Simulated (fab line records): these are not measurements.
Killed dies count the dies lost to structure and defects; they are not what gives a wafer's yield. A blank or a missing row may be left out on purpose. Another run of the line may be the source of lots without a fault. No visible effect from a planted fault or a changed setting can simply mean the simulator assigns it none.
Problem report in the 8D (eight disciplines) form, filled by code | flow gf180mcu | the parts of the form that need people (team, actions taken, sign-off) are left out

== 1. PROBLEM STATEMENT ==
Mean of bias-w at GF_CONTACT_ETCH_16: 123.0 W across 2 wafers in 2 lots; on wafers with no fault it is 100.0 W (standard deviation 0.3). That is +77 standard deviations from the usual mean.
The step: etches BARC in N2/H2.
Earliest sighting: wafer L813.1 on rie-diel-02 at day 17 22:08. The record holds 18 wafers of 6 lots with a number at this step. Rule for "out" (also "out of limits"): further than 4 standard deviations from the usual mean. The other wafers with a number count as sound.

== 2. WHAT IT IS, AND WHAT IT ISN'T ==
question                    | is                | is not
which readings at this step | bias-w            | drypump-motor-current-A, oes-product-au, throttle-valve-pct
which lots                  | L813, L814        | L808, L809, L823, L825
which wafers of those lots  | L813.1, L814.1    | L813.2, L813.4, L814.2, L814.4
read on which tools         | rie-diel-02       | rie-diel-01, rie-diel-04
when                        | from day 17 22:08 | up to then (8 sound wafers); but 8 sound wafers of L814, L823, L825 came after

== 3. THE SUSPECTS, EACH WITH WHAT RULES IT OUT ==
Counting: a tool at a process step up to the reading stays a suspect if it ran every lot that is out. Sound lots after the first of them don't rule it out here, since some wafers of a struck lot are sound.
- rie-diel-02 at GF_CONTACT_ETCH_16 (etches BARC in N2/H2): kept. Ran every lot that is out, first one L813 (day 17 22:08); last sound lot up to then L808 (day 16 01:14). Its own bias-w readings are out on those wafers.
- At GF_CONTACT_ETCH_16, inside rie-diel-02: chamber 2 took the wafers that are out, while their sound lot-mates went through chambers 0, 1, 3.
The count leaves rie-diel-02 at GF_CONTACT_ETCH_16.

== 4. THE CAUSE (what the simulator had put in) ==
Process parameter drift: rie-diel-02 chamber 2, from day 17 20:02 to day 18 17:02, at GF_CONTACT_ETCH_16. A move of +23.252 in setting bias-w, from 100. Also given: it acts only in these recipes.
Counting left only this tool.

== 5. THE EFFECT CHAIN, in route order ==
Each row: a reading whose mean over the struck wafers that have a number lies more than 3 standard deviations from the usual. Only readings for which the record gives a usual standard deviation are gone through. hours: the time from each lot's start at the first step in this table that gives one to its start at this step, as a median over the lots. sigmas: the change in usual standard deviations.
hours | step                    | reading         | usual   | on struck wafers | change | sigmas
0     | GF_CONTACT_ETCH_16      | bias-w          | 100.0 W | 123.0            | +23.0  | +77
303   | GF_PASSIVATION_PROBE_99 | killed-at-other | 0.1     | 1.0              | +0.9   | +3.3
Its process steps:
- GF_CONTACT_ETCH_16: etches BARC in N2/H2.
- GF_PASSIVATION_PROBE_99

== 6. HOW IT WOULD HAVE BEEN CAUGHT EARLIER ==
In this record the first reading out of limits was taken at day 17 22:08, 2 hours after the fault began at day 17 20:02.
